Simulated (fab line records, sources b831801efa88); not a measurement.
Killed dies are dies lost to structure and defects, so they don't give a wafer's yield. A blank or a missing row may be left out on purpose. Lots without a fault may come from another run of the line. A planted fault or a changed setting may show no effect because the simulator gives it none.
fab line records | flow sky130
record lots=11 wafers=33 last_day=51
route steps=708 shown VIA1@461 METAL2@487 PAD_OPEN@708
lots that met no fault: from a run of the same line without faults
start_h: hours from the record's first day to the start of the lot's first wafer shown | wait_h: hours since the lot's step before | " the same as in the row above | L1.1+2: a row that stands for several wafers | - no value, or no start given | * or withheld: withheld | < > ~ a bound
route shown NAME@n: a module of which the file shows steps, and the number in the route of the first | usual: mean/standard deviation of fault-free wafers | same: alike in all rows | chamber/n: place in a boat | sites: the reading at each site | _std_site: their standard deviation | _edge_site: outer sites' mean less inner sites' | radius_mm: how far each site lies from the wafer's centre | mask NAME#n: copy n | behind: the tool/chamber that last shaped the wafer | hold: why the lot was held/for how many hours/how that ended | device: the transistor (n, p or np) that didn't switch | end of line: the same wafers' tests at the end of the route | a step without rows: its recipe alone | killed: dies lost to structure and defects at the first sort, not the wafer's yield | map: a wafer's dies, x killed, . not, _ none there
set.NAME: the setting as run; set.NAME@STEP: as run at that earlier step | model.NAME: the simulator's own value behind a step, which no gauge read
steps of the route over a sample of lots; a table a step, a row a wafer
services: from which hour (start_h, from the record's first day; less than 0 if before it) a tool's chamber was out of use, for how many hours, and why
## steps
# step SKY_VIA1_BOW_MEAS_03
# recipe mode=bow
# usual VIA1_BOW=80/7.2
# columns lot.wafer tool chamber start_h wait_h VIA1_BOW[um]
L800.1 film_metro-01 - 801.17 0.2 87
L800.4 " - " " 85
L800.6 " - " " 77
L802.1 film_metro-02 - 817.32 0.2 77
L802.4 " - " " 89
L802.6 " - " " 90
L803.2 film_metro-04 - 817.94 0.3 79
L803.4 " - " " 84
L803.6 " - " " 87
L805.1 film_metro-02 - 837.14 0.2 89
L805.2 " - " " 79
L805.3 " - " " 89
L808.2 film_metro-04 - 859.92 0.1 86
L808.3 " - " " 83
L808.6 " - " " 79
L810.2 film_metro-04 - 871.05 0.2 75
L810.4 " - " " 88
L810.5 " - " " 82
L813.4 film_metro-04 - 895.24 0.2 79
L813.5 " - " " 79
L813.6 " - " " 84
L814.3 film_metro-04 - 899.87 0.1 82
L814.4 " - " " 87
L814.5 " - " " 86
L817.3 film_metro-01 - 921.46 0.2 87
L817.4 " - " " 90
L817.5 " - " " 89
L818.4 film_metro-01 - 931.46 0.3 77
L818.5 " - " " 72
L818.6 " - " " 89
L822.3 film_metro-01 - 947.09 0.3 79
L822.4 " - " " 92
L822.6 " - " " 89
# step SKY_VIA1_ETCH_14
# recipe chemistry=N2/H2 target=BARC ion_energy_ev=200 source_w=500 bias_w=100 pressure_mtorr=30 n2_flow_sccm=100 h2_flow_sccm=200 stop_on=SiO2 time_s=45.9 target_depth_a=600
# usual drypump_motor_current_A=5.6/0.44 n2_flow_sccm=99.98/0.3 oes_product_au=0.855/0.0053 throttle_valve_pct=13.225/0.0092
# columns lot.wafer tool chamber start_h wait_h drypump_motor_current_A n2_flow_sccm oes_product_au rf_hours_counter_h throttle_valve_pct
L800.1 rie_diel-02 3 828.80 0.0 5.3 99.47 0.854 3 13.231
L800.4 " 1 " " 5.1 100.09 0.856 - 13.231
L800.6 " 0 " " 5.3 100.97 0.856 - 13.226
L802.1 rie_diel-03 3 844.63 0.0 5.8 100.37 0.856 2 13.220
L802.4 " 1 " " 6.2 99.76 0.849 3 13.231
L802.6 " 0 " " 5.9 100.30 0.857 - 13.229
L803.2 rie_diel-02 1 845.30 0.0 5.1 100.37 0.853 8 13.233
L803.4 " 3 " " 5.3 100.37 0.855 - 13.226
L803.6 " 0 " " 5.3 99.77 0.853 - 13.209
L805.1 rie_diel-04 2 863.50 0.0 5.3 99.90 0.848 10 13.220
L805.2 " 3 " " 5.9 100.33 0.851 17 13.228
L805.3 " 0 " " 6.2 100.09 0.859 11 13.210
L808.2 rie_diel-02 3 886.00 0.0 5.3 100.09 0.865 5 13.214
L808.3 " 2 " " 5.9 100.43 0.856 17 13.211
L808.6 " 0 " " 5.3 100.07 0.851 - 13.206
L810.2 rie_diel-03 3 897.85 0.0 5.8 99.66 0.854 3 13.209
L810.4 " 0 " " 5.9 100.11 0.860 23 13.234
L810.5 " 3 " " 5.8 99.74 0.849 - 13.224
L813.4 rie_diel-04 0 921.00 0.0 6.2 100.17 0.854 13 13.227
L813.5 " 3 " " 5.9 99.95 0.856 - 13.218
L813.6 " 2 " " 5.4 100.48 0.851 - 13.208
L814.3 rie_diel-02 1 925.65 0.0 5.1 100.18 0.857 11 13.218
L814.4 " 2 " " 5.9 99.79 0.852 18 13.234
L814.5 " 3 " " 5.2 99.92 0.852 - 13.225
L817.3 rie_diel-04 3 946.85 0.0 5.9 99.71 0.861 19 13.219
L817.4 " 1 " " 4.8 99.65 0.844 2 13.228
L817.5 " 3 " " 5.9 99.46 0.861 - 13.236
L818.4 rie_diel-02 2 956.18 0.0 5.9 99.61 0.854 18 13.238
L818.5 " 2 " " 5.9 99.83 0.856 - 13.226
L818.6 " 1 " " 5.1 100.15 0.842 - 13.206
L822.3 rie_diel-02 2 971.50 0.0 5.9 100.31 0.851 19 13.225
L822.4 " 1 " " 5.0 99.92 0.849 11 13.214
L822.6 " 1 " " 5.0 99.59 0.858 - 13.218
# step SKY_VIA1_CVD_21
# recipe material=W target_thk_nm=270 time_s=80.902 temp_c=400 pressure_torr=40
# usual heater_power_w=853/57
# columns lot.wafer tool chamber start_h wait_h heater_power_w
L800.1 cvd_w-01 1 829.54 0.0 828
L800.4 " 0 " " 870
L800.6 " 1 " " 837
L802.1 cvd_w-01 1 845.41 0.0 853
L802.4 " 1 " " 821
L802.6 " 0 " " 842
L803.2 cvd_w-02 0 846.08 0.0 891
L803.4 " 0 " " 916
L803.6 " 1 " " 927
L805.1 cvd_w-01 1 864.35 0.0 830
L805.2 " 0 " " 837
L805.3 " 1 " " 856
L808.2 cvd_w-01 0 886.74 0.0 828
L808.3 " 1 " " 833
L808.6 " 0 " " 836
L810.2 cvd_w-01 0 898.59 0.0 848
L810.4 " 0 " " 834
L810.5 " 1 " " 848
L813.4 cvd_w-02 1 921.77 0.1 934
L813.5 " 1 " " 913
L813.6 " 0 " " 927
L814.3 cvd_w-01 0 926.42 0.1 785
L814.4 " 1 " " 742
L814.5 " 1 " " 746
L817.3 cvd_w-02 0 947.62 0.1 909
L817.4 " 1 " " 919
L817.5 " 1 " " 899
L818.4 cvd_w-01 1 956.95 0.1 728
L818.5 " 0 " " 801
L818.6 " 1 " " 747
L822.3 cvd_w-02 1 972.31 0.1 914
L822.4 " 0 " " 904
L822.6 " 1 " " 906
# step SKY_METAL2_SPUTTER_04
# recipe material=TiN target_thk_nm=70 power_w=6500 time_s=58.3 chamber_pressure_pa=0.4
# usual throttle_valve_pct=30.4/1.3
# columns lot.wafer tool chamber start_h wait_h throttle_valve_pct
L800.1 pvd_sputter-01 - 830.20 0.0 31.5
L800.4 " - " " 32.1
L800.6 " - " " 31.3
L802.1 pvd_sputter-01 - 846.10 0.0 31.5
L802.4 " - " " 31.6
L802.6 " - " " 31.5
L803.2 pvd_sputter-03 - 846.74 0.0 30.3
L803.4 " - " " 28.0
L803.6 " - " " 27.8
L805.1 pvd_sputter-02 - 865.02 0.0 30.7
L805.2 " - " " 29.5
L805.3 " - " " 29.3
L808.2 pvd_sputter-03 - 887.61 0.0 29.0
L808.3 " - " " 30.9
L808.6 " - " " 30.0
L810.2 pvd_sputter-01 - 899.25 0.0 31.3
L810.4 " - " " 31.8
L810.5 " - " " 31.4
L813.4 pvd_sputter-03 - 922.40 0.0 28.6
L813.5 " - " " 29.9
L813.6 " - " " 28.5
L814.3 pvd_sputter-03 - 927.27 0.0 30.8
L814.4 " - " " 28.1
L814.5 " - " " 28.6
L817.3 pvd_sputter-01 - 948.25 0.0 31.4
L817.4 " - " " 31.4
L817.5 " - " " 31.3
L818.4 pvd_sputter-01 - 957.59 0.0 31.3
L818.5 " - " " 31.4
L818.6 " - " " 30.9
L822.3 pvd_sputter-02 - 973.24 0.0 29.8
L822.4 " - " " 29.0
L822.6 " - " " 29.7
# step SKY_METAL2_RS_MEAS_05
# recipe thk_meas_gauge=four-point-probe reads=TiN_of_METAL2_SPUTTER_04+Ti_of_METAL2_SPUTTER_03+AlCu_of_METAL2_SPUTTER_02+TiN_of_METAL2_SPUTTER_01+Ti_of_METAL2_SPUTTER_00
# usual METAL2_ALCU_RS=0.1262/0.0014
# columns lot.wafer tool chamber start_h wait_h hold METAL2_ALCU_RS[ohm/sq]
L800.1 film_metro-03 - 830.25 0.0 - 0.1255
L800.4 " - " " - 0.1267
L800.6 " - " " - 0.1274
L802.1 film_metro-02 - 846.14 0.0 - 0.1246
L802.4 " - " " - 0.1252
L802.6 " - " " - 0.1260
L803.2 film_metro-04 - 846.81 0.0 - 0.1276
L803.4 " - " " - 0.1255
L803.6 " - " " - 0.1263
L805.1 film_metro-03 - 865.07 0.0 - 0.1257
L805.2 " - " " - 0.1266
L805.3 " - " " - 0.1279
L808.2 film_metro-03 - 887.68 0.0 - 0.1267
L808.3 " - " " - 0.1252
L808.6 " - " " - 0.1252
L810.2 film_metro-04 - 899.32 0.0 - 0.1256
L810.4 " - " " - 0.1277
L810.5 " - " " - 0.1258
L813.4 film_metro-04 - 922.51 0.1 await_dispo/0.2h/release 0.1266
L813.5 " - " " await_dispo/0.2h/release 0.1235
L813.6 " - " " await_dispo/0.2h/release 0.1252
L813.4 film_metro-04 - 922.80 0.3 - 0.1267
L813.5 " - " " - 0.1239
L813.6 " - " " - 0.1256
L814.3 film_metro-02 - 927.36 0.1 await_dispo/0.2h/release 0.1255
L814.4 " - " " await_dispo/0.2h/release 0.1242
L814.5 " - " " await_dispo/0.2h/release 0.1272
L814.3 film_metro-02 - 927.64 0.3 - 0.1255
L814.4 " - " " - 0.1242
L814.5 " - " " - 0.1272
L817.3 film_metro-04 - 948.34 0.1 - 0.1267
L817.4 " - " " - 0.1248
L817.5 " - " " - 0.1243
L818.4 film_metro-04 - 957.70 0.1 - 0.1259
L818.5 " - " " - 0.1250
L818.6 " - " " - 0.1269
L822.3 film_metro-02 - 973.33 0.1 - 0.1253
L822.4 " - " " - 0.1249
L822.6 " - " " - 0.1264
# step SKY_PAD_OPEN_PROBE_99
# usual defect_limited_yield=82.7/1.9 killed_at_M0_to_M3=44/7.2 killed_at_M4_up=2.9/1.8 killed_at_contacts=24/5.2 killed_at_front_end=15/4 killed_at_other=0.2/0.49 killed_dies=85/9.1 killed_open=47/6.8 killed_short=38/5.7 sort_bin_3_pad_short=0.9/0.44 sort_bin_5_function=10.3/1.4 sort_bin_6_memory=6.2/1.1 sort_n_pass=407/9.1 sort_yield_pct=82.7/1.9
# same gross_dies=492 killed_at_back_side=0 sort_bin_4_leakage[%]=0 sort_bin_8_speed[%]=0
# columns lot.wafer tool chamber start_h wait_h defect_limited_yield[%] killed_at_M0_to_M3 killed_at_M4_up killed_at_contacts killed_at_front_end killed_at_other killed_dies killed_open killed_short sort_bin_3_pad_short[%] sort_bin_5_function[%] sort_bin_6_memory[%] sort_n_pass sort_yield_pct[%]
L803.2 prober-02 - 1125.44 0.1 84.8 33 7 23 11 1 75 37 38 0.4 8.7 6.1 417 84.8
L803.4 prober-02 - 1125.54 0.2 81.9 48 6 24 11 0 89 49 40 1.2 11.0 5.9 403 81.9
L803.6 prober-02 - 1125.64 0.2 82.3 44 3 22 17 1 87 44 43 1.4 9.8 6.5 405 82.3
L814.3 prober-01 - 1184.28 0.2 80.9 61 4 19 10 0 94 55 39 0.8 10.8 7.5 398 80.9
L814.4 prober-01 - 1184.33 0.2 84.1 41 1 23 13 0 78 47 31 1.0 9.6 5.3 414 84.1
L814.5 prober-01 - 1184.38 0.2 84.3 49 2 13 13 0 77 43 34 0.6 8.9 6.1 415 84.3
L817.3 prober-02 - 1198.81 0.2 78.3 50 5 28 24 0 107 63 44 1.0 12.6 8.1 385 78.3
L817.4 prober-02 - 1198.86 0.2 83.5 39 0 25 17 0 81 38 43 0.2 11.2 5.1 411 83.5
L817.5 prober-02 - 1198.91 0.2 82.5 39 3 29 15 0 86 47 39 0.6 11.0 5.9 406 82.5
L818.4 prober-01 - 1204.36 0.2 83.3 40 3 26 13 0 82 46 36 1.4 9.8 5.5 410 83.3
L818.5 prober-01 - 1204.41 0.2 83.7 44 4 18 13 1 80 44 36 1.4 7.9 6.9 412 83.7
L818.6 prober-01 - 1204.46 0.2 82.1 40 4 25 19 0 88 43 45 1.2 10.2 6.5 404 82.1
L822.3 prober-01 - 1213.88 0.2 80.7 42 3 31 19 0 95 54 41 1.2 10.8 7.3 397 80.7
L822.4 prober-01 - 1213.93 0.2 83.7 34 3 21 22 0 80 36 44 1.8 8.7 5.7 412 83.7
L822.6 prober-01 - 1214.03 0.2 84.8 39 2 23 11 0 75 38 37 1.0 10.4 3.9 417 84.8
# killed by level:class
L803.2 VIA1:geometric_particle:open=12 CONTACT:geometric_particle:open=7 LI_CONTACT:geometric_particle:open=6 CONTACT:geometric_particle:short=6 FIELD_ISO:geometric_particle:short=5 VIA1:geometric_particle:short=5 METAL2:geometric_particle:short=5 METAL4:geometric_particle:short=5
L803.4 VIA1:geometric_particle:open=14 METAL2:geometric_particle:short=9 LI_CONTACT:geometric_particle:open=8 CONTACT:geometric_particle:open=6 VIA2:geometric_particle:open=6 VIA3:geometric_particle:open=6 METAL1:geometric_particle:short=5 METAL4:geometric_particle:short=4
L803.6 VIA1:geometric_particle:open=12 METAL2:geometric_particle:short=7 LI_CONTACT:geometric_particle:open=6 LOCAL_INTERCONNECT:geometric_particle:short=6 VIA2:geometric_particle:open=6 VIA1:geometric_particle:short=5 LI_CONTACT:geometric_particle:short=4 POLY_GATE:geometric_particle:open=4
L814.3 VIA3:geometric_particle:open=14 VIA1:geometric_particle:open=12 VIA2:geometric_particle:open=8 VIA1:geometric_particle:short=6 VIA3:geometric_particle:short=6 CONTACT:geometric_particle:open=5 METAL1:geometric_particle:short=5 FIELD_ISO:geometric_particle:open=4
L814.4 VIA1:geometric_particle:open=11 VIA2:geometric_particle:open=10 CONTACT:geometric_particle:open=7 VIA3:geometric_particle:short=6 POLY_GATE:geometric_particle:short=5 LI_CONTACT:geometric_particle:open=5 VIA3:geometric_particle:open=5 CONTACT:geometric_particle:short=4
L814.5 VIA1:geometric_particle:open=9 VIA3:geometric_particle:open=8 METAL2:geometric_particle:short=7 METAL3:geometric_particle:short=6 LI_CONTACT:geometric_particle:open=5 METAL1:geometric_particle:short=5 VIA1:geometric_particle:short=4 CONTACT:geometric_particle:open=4
L817.3 VIA1:geometric_particle:open=11 LI_CONTACT:geometric_particle:open=10 VIA3:geometric_particle:open=10 FIELD_ISO:geometric_particle:open=9 FIELD_ISO:geometric_particle:short=8 METAL1:geometric_particle:short=7 CONTACT:geometric_particle:open=6 VIA2:geometric_particle:open=4
L817.4 FIELD_ISO:geometric_particle:short=11 METAL2:geometric_particle:short=9 LI_CONTACT:geometric_particle:open=8 CONTACT:geometric_particle:short=8 VIA3:geometric_particle:open=7 VIA1:geometric_particle:open=6 VIA2:geometric_particle:open=6 VIA1:geometric_particle:short=5
L817.5 CONTACT:geometric_particle:open=11 VIA1:geometric_particle:open=8 VIA2:geometric_particle:open=7 FIELD_ISO:geometric_particle:short=6 LI_CONTACT:geometric_particle:open=6 VIA3:geometric_particle:open=6 CONTACT:geometric_particle:short=5 POLY_GATE:geometric_particle:open=4
L818.4 CONTACT:geometric_particle:open=10 VIA1:geometric_particle:open=10 LI_CONTACT:geometric_particle:open=7 VIA2:geometric_particle:open=5 FIELD_ISO:geometric_particle:open=4 METAL3:geometric_particle:short=4 VIA3:geometric_particle:short=4 FIELD_ISO:geometric_particle:short=3
L818.5 VIA3:geometric_particle:open=8 METAL1:geometric_particle:short=7 LI_CONTACT:geometric_particle:open=7 POLY_GATE:geometric_particle:open=6 VIA1:geometric_particle:open=6 CONTACT:geometric_particle:open=5 METAL2:geometric_particle:short=5 VIA2:geometric_particle:open=4
L818.6 CONTACT:geometric_particle:open=11 METAL2:geometric_particle:short=9 VIA2:geometric_particle:open=8 VIA1:geometric_particle:open=8 FIELD_ISO:geometric_particle:short=7 METAL1:geometric_particle:short=6 LI_CONTACT:geometric_particle:open=5 FIELD_ISO:geometric_particle:open=4
L822.3 CONTACT:geometric_particle:open=11 VIA2:geometric_particle:open=10 LI_CONTACT:geometric_particle:open=7 VIA1:geometric_particle:open=7 POLY_GATE:geometric_particle:open=6 FIELD_ISO:geometric_particle:short=5 LOCAL_INTERCONNECT:geometric_particle:short=5 VIA1:geometric_particle:short=5
L822.4 VIA1:geometric_particle:open=7 POLY_GATE:geometric_particle:open=7 CONTACT:geometric_particle:open=7 METAL2:geometric_particle:short=6 POLY_GATE:geometric_particle:short=5 VIA1:geometric_particle:short=5 FIELD_ISO:geometric_particle:short=4 CONTACT:geometric_particle:short=4
L822.6 CONTACT:geometric_particle:open=10 VIA3:geometric_particle:open=10 METAL2:geometric_particle:short=7 VIA1:geometric_particle:short=6 FIELD_ISO:geometric_particle:open=4 LOCAL_INTERCONNECT:geometric_particle:short=4 METAL1:geometric_particle:short=4 VIA2:geometric_particle:open=4
## services
# columns tool chamber start_h hours kind
rie_diel-04 3 810.22 13.3 repair
pvd_sputter-03 - 826.09 6.4 repair
cvd_w-01 - 832.26 0.4 repair
rie_diel-03 - 839.53 4.9 repair
rie_diel-04 1 855.35 5.1 repair
rie_diel-03 3 858.05 14.4 repair
cvd_w-02 - 862.20 14.6 pm
rie_diel-04 1 864.78 - clean
rie_diel-04 1 864.78 20.7 scheduled_down
rie_diel-04 1 864.78 20.7 vent_cycle
cvd_w-01 - 904.00 14.0 pm
cvd_w-01 0 904.00 14.0 vent_cycle
cvd_w-01 1 904.00 14.0 vent_cycle
rie_diel-04 0 910.34 8.0 repair
cvd_w-01 0 918.00 - clean
cvd_w-01 1 918.00 - clean
rie_diel-02 - 933.12 15.6 pm
rie_diel-04 3 933.68 3.7 repair
rie_diel-03 - 937.15 0.2 repair
pvd_sputter-01 - 962.29 24.6 repair
rie_diel-03 0 964.81 14.7 repair
cvd_w-01 - 967.39 6.9 pm
## key
first_sign step=SKY_METAL2_RS_MEAS_05 reading=visit direction=added
effect none on later readings
met_at SKY_METAL2_SPUTTER_04
struck_lots L813,L814
struck_wafers L813.5,L814.5
not_acting_at SKY_VIA1_BOW_MEAS_03,SKY_VIA1_ETCH_14,SKY_VIA1_CVD_21
onset_between 887.61 922.40
fault kind=process_parameter_drift tool=pvd_sputter-03 chamber=- onset_h=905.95 steps=SKY_METAL2_SPUTTER_04 channel=time_s offset=* shape=step end_h=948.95 scope=struck_wafers_only acts_in=* stated=*
